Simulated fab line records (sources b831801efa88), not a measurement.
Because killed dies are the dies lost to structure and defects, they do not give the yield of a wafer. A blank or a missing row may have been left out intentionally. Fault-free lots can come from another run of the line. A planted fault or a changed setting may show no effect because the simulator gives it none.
fab line records    flow sky130
record: lots: 13  wafers: 39  lastDay: 50
route steps=708 shown FIELD_ISO@31 VIA4@651 METAL5@675 PAD_OPEN@707
lots untouched by any fault: they come from a run of this same line in which no faults occurred
startH: the number of hours between the record's first day and the start of the first shown wafer of the lot    waitH: time in hours since the lot's previous step    " repeats the value in the row above    L1.1+2: a row that stands for several wafers    - no value, or no start was given    * or withheld: withheld    < > ~ a bound
route shown NAME@n: a module of which the file shows steps, and the number in the route of the first    usual: the fault-free wafers' mean and standard deviation    same: alike in all rows    chamber/n: place in a boat    sites: the reading at each site    _std_site: the standard deviation of these    _edge_site: outer sites' mean less inner sites'    radiusMm: for every site, how far away it sits from the centre of the wafer    mask NAME#n: copy n    behind: tool/chamber where the wafer was last shaped    hold: cause of the lot's hold/its duration in hours/its outcome    device: names the non-switching transistor (n, p or np)    end of line: the tests these same wafers got at the end of their route    a step without rows: its recipe alone    killed: at the first sort, the dies lost to defects and structure; wafer yield is something else    map: a wafer's dies, marking killed ones x, the rest . and places with no die _
set.NAME: the setting as run; set.NAME@STEP: as run at that earlier step    model.NAME: the simulator's own value behind a step, which no gauge read
one table for each step of the route and one row for each wafer, over a sample of lots
services: a tool's chamber out of use, with start hour (startH, from the record's first day; less than 0 if before it), hours out, and reason
== steps ==
step: SKY_FIELD_ISO_WET_ETCH_30
recipe: chemistry: dHF  targetDepthNm: 25  target: SiO2  dilution: 10:1  tempC: 25  timeS: 50
usual: tempC: 25.00/0.087
lot.wafer  tool         chamber  startH  waitH  tempC
L599.1     wetBench-01  1        37.90   0.0    24.95
L599.3     "            1        "       "      24.88
L599.4     "            1        "       "      24.89
L600.1     wetBench-03  2        39.65   0.0    25.17
L600.2     "            2        "       "      24.90
L600.5     "            2        "       "      24.90
L601.1     wetBench-04  2        46.98   0.0    25.02
L601.4     "            2        "       "      24.90
L601.5     "            2        "       "      24.92
L605.3     wetBench-04  2        64.59   0.0    25.02
L605.4     "            2        "       "      24.99
L605.6     "            2        "       "      24.93
L611.2     wetBench-04  2        102.70  0.0    25.03
L611.4     "            2        "       "      25.13
L611.5     "            2        "       "      24.90
L613.2     wetBench-04  3        109.48  0.0    25.06
L613.3     "            3        "       "      25.01
L613.6     "            3        "       "      24.97
L614.2     wetBench-01  0        114.99  0.0    24.97
L614.3     "            0        "       "      24.93
L614.4     "            0        "       "      24.88
L615.1     wetBench-01  3        119.91  0.0    25.07
L615.2     "            3        "       "      25.04
L615.6     "            3        "       "      25.13
L616.1     wetBench-01  2        125.13  0.0    24.99
L616.2     "            2        "       "      25.06
L616.5     "            2        "       "      25.08
L617.1     wetBench-01  0        129.30  0.0    25.12
L617.4     "            0        "       "      25.01
L617.6     "            0        "       "      24.99
L619.2     wetBench-03  2        137.93  0.0    25.04
L619.3     "            2        "       "      24.96
L619.6     "            2        "       "      24.91
L621.3     wetBench-01  2        150.09  0.0    25.02
L621.4     "            2        "       "      24.89
L621.6     "            2        "       "      25.01
L622.2     wetBench-03  3        156.01  0.0    24.85
L622.3     "            3        "       "      24.99
L622.5     "            3        "       "      24.97
step: SKY_VIA4_ETCH_12
recipe: target: SiO2  chemistry: C4F8/O2/Ar  stopOn: TiN  maskMaterial: NOVOLAK  sourceW: 1500  biasW: 1200  pressureMtorr: 40  c4f8FlowSccm: withheld  O2_flow_sccm: 6  Ar_flow_sccm: 300  timeS: withheld  targetDepthA: 5800
usual: oesProductAu: 0.925/0.005
lot.wafer  tool        chamber  startH   waitH  oesProductAu
L599.1     rieDiel-02  0        1005.16  0.0    0.915
L599.3     "           2        "        "      0.922
L599.4     "           1        "        "      0.917
L600.1     rieDiel-03  0        1005.49  0.0    0.936
L600.2     "           1        "        "      0.925
L600.5     "           2        "        "      0.924
L601.1     rieDiel-03  0        1018.60  0.0    0.932
L601.4     "           1        "        "      0.925
L601.5     "           1        "        "      0.918
L605.3     rieDiel-01  1        1043.85  0.0    0.927
L605.4     "           3        "        "      0.929
L605.6     "           3        "        "      0.917
L611.2     rieDiel-03  1        1088.25  0.0    0.921
L611.4     "           3        "        "      0.926
L611.5     "           2        "        "      0.923
L613.2     rieDiel-03  3        1094.14  0.0    0.924
L613.3     "           1        "        "      0.924
L613.6     "           1        "        "      0.930
L614.2     rieDiel-03  3        1098.66  0.0    0.925
L614.3     "           2        "        "      0.920
L614.4     "           1        "        "      0.920
L615.1     rieDiel-02  0        1106.20  0.0    0.925
L615.2     "           2        "        "      0.925
L615.6     "           1        "        "      0.926
L616.1     rieDiel-02  1        1111.26  0.0    0.927
L616.2     "           3        "        "      0.923
L616.5     "           1        "        "      0.924
L617.1     rieDiel-02  3        1118.95  0.0    0.929
L617.4     "           3        "        "      0.919
L617.6     "           1        "        "      0.917
L619.2     rieDiel-03  2        1125.10  0.0    0.928
L619.3     "           0        "        "      0.930
L619.6     "           3        "        "      0.929
L621.3     rieDiel-02  2        1134.85  0.0    0.926
L621.4     "           2        "        "      0.925
L621.6     "           1        "        "      0.927
L622.2     rieDiel-02  0        1144.49  0.0    0.931
L622.3     "           1        "        "      0.928
L622.5     "           1        "        "      0.927
step: SKY_METAL5_DESCUM_14
recipe: chemistry: O2  sourcePowerW: 150  biasPowerW: 0  pressureMtorr: 10  tempC: 40  timeS: 11
usual: drypumpMotorCurrentA: 5.9/0.59  heBacksideLeakSccm: 3.5/0.33  oesProductAu: 0.997/0.014  tempC: 39.98/0.11
lot.wafer  tool         chamber  startH   waitH  drypumpMotorCurrentA  heBacksideLeakSccm  oesProductAu  rfHoursCounterH  tempC
L599.1     rieMetal-03  0        1029.25  0.1    6.4                   3.6                 1.026         14               39.81
L599.3     "            0        "        "      6.4                   3.5                 1.021         -                39.93
L599.4     "            1        "        "      5.0                   3.6                 1.001         -                40.16
L600.1     rieMetal-04  0        1029.49  0.1    6.1                   3.2                 0.988         16               39.98
L600.2     "            1        "        "      6.2                   3.7                 0.986         14               39.86
L600.5     "            1        "        "      6.2                   3.8                 0.980         -                40.20
L601.1     rieMetal-03  1        1042.32  0.1    5.0                   3.5                 0.988         13               39.85
L601.4     "            1        "        "      5.0                   3.5                 0.989         -                39.98
L601.5     "            1        "        "      5.0                   3.5                 0.993         -                39.79
L605.3     rieMetal-01  0        1066.94  0.1    5.4                   3.6                 1.000         -                39.96
L605.4     "            0        "        "      5.4                   3.4                 0.989         -                40.12
L605.6     "            0        "        "      5.4                   3.7                 1.001         -                39.94
L611.2     rieMetal-04  0        1109.94  0.1    6.1                   3.3                 0.987         21               39.97
L611.4     "            1        "        "      6.2                   3.7                 0.984         -                39.90
L611.5     "            1        "        "      6.2                   3.7                 0.993         -                39.78
L613.2     rieMetal-04  1        1115.96  0.1    6.2                   3.7                 0.981         20               40.07
L613.3     "            0        "        "      6.1                   3.2                 1.002         -                40.12
L613.6     "            1        "        "      6.2                   3.7                 1.000         -                40.15
L614.2     rieMetal-04  1        1120.06  0.1    6.2                   3.5                 0.985         20               40.08
L614.3     "            0        "        "      6.1                   3.2                 1.000         -                40.06
L614.4     "            1        "        "      6.2                   3.5                 0.992         -                39.97
L615.1     rieMetal-03  0        1127.16  0.1    6.4                   3.6                 1.018         21               39.98
L615.2     "            1        "        "      5.0                   3.5                 0.998         19               39.88
L615.6     "            0        "        "      6.4                   3.5                 1.027         -                39.96
L616.1     rieMetal-03  0        1132.89  0.1    6.4                   3.6                 1.014         22               40.14
L616.2     "            1        "        "      5.0                   3.6                 0.987         20               39.92
L616.5     "            1        "        "      5.0                   3.6                 0.994         -                39.99
L617.1     rieMetal-04  0        1139.86  0.1    6.1                   3.3                 0.987         23               39.96
L617.4     "            0        "        "      6.1                   3.3                 0.996         -                40.06
L617.6     "            0        "        "      6.1                   3.4                 0.999         -                40.00
L619.2     rieMetal-04  0        1145.84  0.1    6.1                   3.4                 0.983         24               39.87
L619.3     "            1        "        "      6.2                   3.5                 0.983         -                40.15
L619.6     "            0        "        "      6.1                   3.4                 0.983         -                39.86
L621.3     rieMetal-01  1        1154.97  0.1    6.6                   3.2                 1.001         -                39.88
L621.4     "            0        "        "      5.4                   3.4                 0.990         -                39.71
L621.6     "            0        "        "      5.4                   3.6                 0.991         -                40.07
L622.2     rieMetal-03  1        1163.94  0.1    5.0                   3.6                 0.980         23               40.08
L622.3     "            0        "        "      6.4                   3.5                 1.005         -                39.91
L622.5     "            0        "        "      6.4                   3.5                 1.011         -                39.91
step: SKY_PAD_OPEN_BOW_MEAS_13
recipe: mode: bow
usual: PAD_OPEN_BOW: 48/10
lot.wafer  tool          chamber  startH   waitH  PAD_OPEN_BOW[um]
L599.1     filmMetro-04  -        1076.09  -      56
L599.3     "             -        "        "      42
L599.4     "             -        "        "      47
L600.1     filmMetro-03  -        1077.59  -      48
L600.2     "             -        "        "      55
L600.5     "             -        "        "      55
L601.1     filmMetro-04  -        1089.31  -      47
L601.4     "             -        "        "      47
L601.5     "             -        "        "      46
L605.3     filmMetro-03  -        1111.35  -      47
L605.4     "             -        "        "      53
L605.6     "             -        "        "      59
L611.2     filmMetro-04  -        1152.08  -      49
L611.4     "             -        "        "      50
L611.5     "             -        "        "      56
L613.2     filmMetro-04  -        1157.70  -      53
L613.3     "             -        "        "      49
L613.6     "             -        "        "      47
L614.2     filmMetro-04  -        1161.15  -      49
L614.3     "             -        "        "      59
L614.4     "             -        "        "      60
L615.1     filmMetro-04  -        1166.53  -      44
L615.2     "             -        "        "      42
L615.6     "             -        "        "      49
L616.1     filmMetro-03  -        1171.28  -      49
L616.2     "             -        "        "      49
L616.5     "             -        "        "      43
L617.1     filmMetro-03  -        1177.66  -      37
L617.4     "             -        "        "      35
L617.6     "             -        "        "      29
L619.2     filmMetro-03  -        1183.46  -      68
L619.3     "             -        "        "      79
L619.6     "             -        "        "      76
L621.3     filmMetro-03  -        1191.05  -      32
L621.4     "             -        "        "      41
L621.6     "             -        "        "      44
L622.2     filmMetro-02  -        1199.86  -      46
L622.3     "             -        "        "      36
L622.5     "             -        "        "      41
step: SKY_PAD_OPEN_PROBE_99
usual: killed_at_M0_to_M3: 43/6.6  killed_at_M4_up: 3.0/1.7  killedAtContacts: 24/5.4  killedAtFrontEnd: 16/4.6  killedAtOther: 0.3/0.53  killedDies: 87/9.7  killedOpen: 47/7.3  killedShort: 39/6.5
same: grossDies: 492  killedAtBackSide: 0
lot.wafer  tool       chamber  startH   waitH  killed_at_M0_to_M3  killed_at_M4_up  killedAtContacts  killedAtFrontEnd  killedAtOther  killedDies  killedOpen  killedShort
L611.2     prober-02  -        1152.23  0.1    27                  4                9                 69                0              109         30          31
L611.4     prober-02  -        1152.33  0.2    41                  5                17                53                0              116         38          33
L611.5     prober-02  -        1152.38  0.2    41                  3                28                67                0              139         50          39
L613.2     prober-02  -        1157.85  0.1    44                  2                16                65                0              127         49          30
L613.3     prober-02  -        1157.90  0.2    48                  2                28                65                1              144         46          43
L613.6     prober-02  -        1158.05  0.2    43                  2                15                62                0              122         35          39
L615.1     prober-02  -        1166.65  0.1    49                  1                23                16                0              89          48          41
L615.2     prober-02  -        1166.70  0.1    44                  2                30                13                0              89          55          34
L615.6     prober-02  -        1166.90  0.2    45                  4                23                12                0              84          45          39
L617.1     prober-02  -        1177.78  0.1    42                  6                31                15                0              94          55          39
L617.4     prober-02  -        1177.93  0.2    42                  1                31                18                0              92          46          46
L617.6     prober-02  -        1178.03  0.2    43                  4                36                18                0              101         48          53
L619.2     prober-02  -        1183.61  0.1    47                  5                8                 19                0              79          39          40
L619.3     prober-02  -        1183.66  0.2    37                  1                14                19                0              71          37          34
L619.6     prober-02  -        1183.81  0.2    46                  3                28                14                0              91          46          44
L622.2     prober-01  -        1200.01  0.1    41                  2                22                18                1              84          50          33
L622.3     prober-01  -        1200.06  0.2    36                  7                26                13                1              83          44          38
L622.5     prober-01  -        1200.16  0.2    48                  2                35                16                1              102         59          42
killed by level:class
L611.2 FIELD_ISO:unspecified=48 CONTACT:geometricParticle:open=6 VIA1:geometricParticle:open=6 FIELD_ISO:geometricParticle:short=5 VIA1:geometricParticle:short=5 VIA2:geometricParticle:short=5 FIELD_ISO:geometricParticle:open=4 POLY_GATE:geometricParticle:open=4
L611.4 FIELD_ISO:unspecified=45 VIA1:geometricParticle:open=14 VIA1:geometricParticle:short=8 LI_CONTACT:geometricParticle:open=6 CONTACT:geometricParticle:open=6 METAL1:geometricParticle:short=4 VIA2:geometricParticle:open=4 FIELD_ISO:geometricParticle:short=3
L611.5 FIELD_ISO:unspecified=50 VIA1:geometricParticle:open=10 CONTACT:geometricParticle:open=8 VIA2:geometricParticle:open=8 LOCAL_INTERCONNECT:geometricParticle:short=7 POLY_GATE:geometricParticle:short=6 CONTACT:geometricParticle:short=6 METAL2:geometricParticle:short=5
L613.2 FIELD_ISO:unspecified=48 VIA1:geometricParticle:open=12 VIA2:geometricParticle:open=8 CONTACT:geometricParticle:open=7 VIA3:geometricParticle:open=7 METAL2:geometricParticle:short=6 POLY_GATE:geometricParticle:open=5 FIELD_ISO:geometricParticle:short=3
L613.3 FIELD_ISO:unspecified=55 CONTACT:geometricParticle:open=11 VIA1:geometricParticle:open=9 METAL1:geometricParticle:short=7 VIA2:geometricParticle:open=7 LI_CONTACT:geometricParticle:open=6 VIA1:geometricParticle:short=6 VIA2:geometricParticle:short=6
L613.6 FIELD_ISO:unspecified=48 VIA1:geometricParticle:open=12 METAL1:geometricParticle:short=8 FIELD_ISO:geometricParticle:short=6 CONTACT:geometricParticle:short=5 VIA1:geometricParticle:short=5 METAL2:geometricParticle:short=4 VIA3:geometricParticle:open=4
L615.1 VIA1:geometricParticle:open=14 CONTACT:geometricParticle:open=8 LOCAL_INTERCONNECT:geometricParticle:short=6 CONTACT:geometricParticle:short=6 METAL1:geometricParticle:short=6 VIA1:geometricParticle:short=6 VIA2:geometricParticle:open=6 POLY_GATE:geometricParticle:open=5
L615.2 VIA1:geometricParticle:open=12 VIA2:geometricParticle:open=10 LI_CONTACT:geometricParticle:open=9 FIELD_ISO:geometricParticle:open=9 CONTACT:geometricParticle:short=8 CONTACT:geometricParticle:open=8 VIA1:geometricParticle:short=8 VIA3:geometricParticle:open=5
L615.6 VIA1:geometricParticle:open=13 VIA2:geometricParticle:open=7 CONTACT:geometricParticle:open=6 LI_CONTACT:geometricParticle:short=6 LI_CONTACT:geometricParticle:open=5 METAL2:geometricParticle:short=5 VIA1:geometricParticle:short=5 VIA3:geometricParticle:open=5
L617.1 CONTACT:geometricParticle:open=11 VIA1:geometricParticle:open=11 CONTACT:geometricParticle:short=7 METAL1:geometricParticle:short=7 FIELD_ISO:geometricParticle:open=6 VIA2:geometricParticle:open=6 POLY_GATE:geometricParticle:open=6 LI_CONTACT:geometricParticle:open=6
L617.4 CONTACT:geometricParticle:open=13 VIA1:geometricParticle:open=7 VIA1:geometricParticle:short=7 VIA3:geometricParticle:open=6 POLY_GATE:geometricParticle:short=4 LI_CONTACT:geometricParticle:short=4 LI_CONTACT:geometricParticle:open=4 LOCAL_INTERCONNECT:geometricParticle:short=4
L617.6 CONTACT:geometricParticle:open=13 LI_CONTACT:geometricParticle:open=10 LOCAL_INTERCONNECT:geometricParticle:short=8 METAL1:geometricParticle:short=7 VIA1:geometricParticle:short=6 VIA3:geometricParticle:short=6 VIA1:geometricParticle:open=5 VIA2:geometricParticle:open=5
L619.2 VIA1:geometricParticle:open=12 METAL2:geometricParticle:short=7 VIA2:geometricParticle:open=7 POLY_GATE:geometricParticle:short=5 METAL1:geometricParticle:short=5 METAL4:geometricParticle:short=5 FIELD_ISO:geometricParticle:open=4 VIA3:geometricParticle:open=4
L619.3 VIA1:geometricParticle:open=9 FIELD_ISO:geometricParticle:short=6 CONTACT:geometricParticle:open=6 METAL1:geometricParticle:short=5 VIA2:geometricParticle:open=5 POLY_GATE:geometricParticle:open=4 VIA3:geometricParticle:open=4 LOCAL_INTERCONNECT:geometricParticle:short=3
L619.6 VIA1:geometricParticle:open=11 CONTACT:geometricParticle:open=8 VIA1:geometricParticle:short=6 POLY_GATE:geometricParticle:short=5 LI_CONTACT:geometricParticle:open=5 METAL1:geometricParticle:short=5 METAL3:geometricParticle:short=5 LI_CONTACT:geometricParticle:short=4
L622.2 VIA1:geometricParticle:open=13 CONTACT:geometricParticle:open=9 POLY_GATE:geometricParticle:open=6 VIA2:geometricParticle:open=6 CONTACT:geometricParticle:short=5 VIA3:geometricParticle:open=5 METAL2:geometricParticle:short=4 POLY_GATE:geometricParticle:short=4
L622.3 VIA1:geometricParticle:open=12 LI_CONTACT:geometricParticle:open=9 CONTACT:geometricParticle:open=8 FIELD_ISO:geometricParticle:short=6 METAL1:geometricParticle:short=5 METAL4:geometricParticle:short=5 CONTACT:geometricParticle:short=4 VIA3:geometricParticle:open=4
L622.5 CONTACT:geometricParticle:open=14 VIA1:geometricParticle:open=13 LI_CONTACT:geometricParticle:open=7 METAL2:geometricParticle:short=7 FIELD_ISO:geometricParticle:short=6 VIA3:geometricParticle:open=6 LI_CONTACT:geometricParticle:short=5 METAL1:geometricParticle:short=5
== services ==
tool         chamber  startH  hours  kind
rieDiel-02   2        35.69   5.9    repair
rieMetal-04  1        50.78   1.7    repair
rieDiel-02   1        77.58   14.4   repair
rieMetal-04  -        77.74   2.8    pm
rieDiel-02   -        85.15   2.8    pm
rieDiel-03   2        87.74   4.2    repair
rieDiel-03   0        108.76  5.6    repair
rieDiel-03   1        118.91  3.4    repair
rieDiel-02   -        122.40  0.6    repair
rieMetal-04  0        123.18  2.5    repair
wetBench-01  -        161.76  1.9    pm
rieDiel-03   1        182.21  5.8    repair
rieDiel-03   1        221.30  10.9   repair
rieDiel-02   2        221.49  1.3    repair
rieDiel-03   -        273.53  0.7    repair
rieMetal-04  1        283.55  1.1    repair
rieMetal-04  -        317.40  3.5    repair
rieMetal-04  0        319.23  4.3    repair
rieDiel-03   1        348.12  19.3   repair
rieDiel-03   -        404.92  1.1    repair
rieDiel-03   -        453.68  0.9    repair
rieDiel-03   1        457.64  4.5    repair
rieDiel-03   3        458.87  4.9    repair
rieDiel-03   3        478.72  16.9   repair
== key ==
firstSign: step: SKY_PAD_OPEN_PROBE_99  reading: killedAtFrontEnd  direction: up  sigmas: 10  usual: 16  struck: 64
effect: step: SKY_PAD_OPEN_PROBE_99  reading: killedDies  direction: up  sigmas: 4.1  usual: 87  struck: 126
metAt SKY_FIELD_ISO_WET_ETCH_30
struckLots L611,L613
testerLeftOut L611,L613
notActingAt SKY_VIA4_ETCH_12,SKY_METAL5_DESCUM_14,SKY_PAD_OPEN_BOW_MEAS_13
onsetBetween 64.59 102.70
fault: kind: chamberParticleSource  tool: wetBench-04  chamber: -  onsetH: 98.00  steps: SKY_FIELD_ISO_WET_ETCH_30  ratePerVisitCm2: 0.65267  endH: 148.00
testerLeftOut: of these lots the tester's yield and bins aren't shown, on N5 and GAA mostly nor the transistor test; their killed dies are dies lost to structure and defects alone, not to doping, threshold or leakage, so they don't give the yield
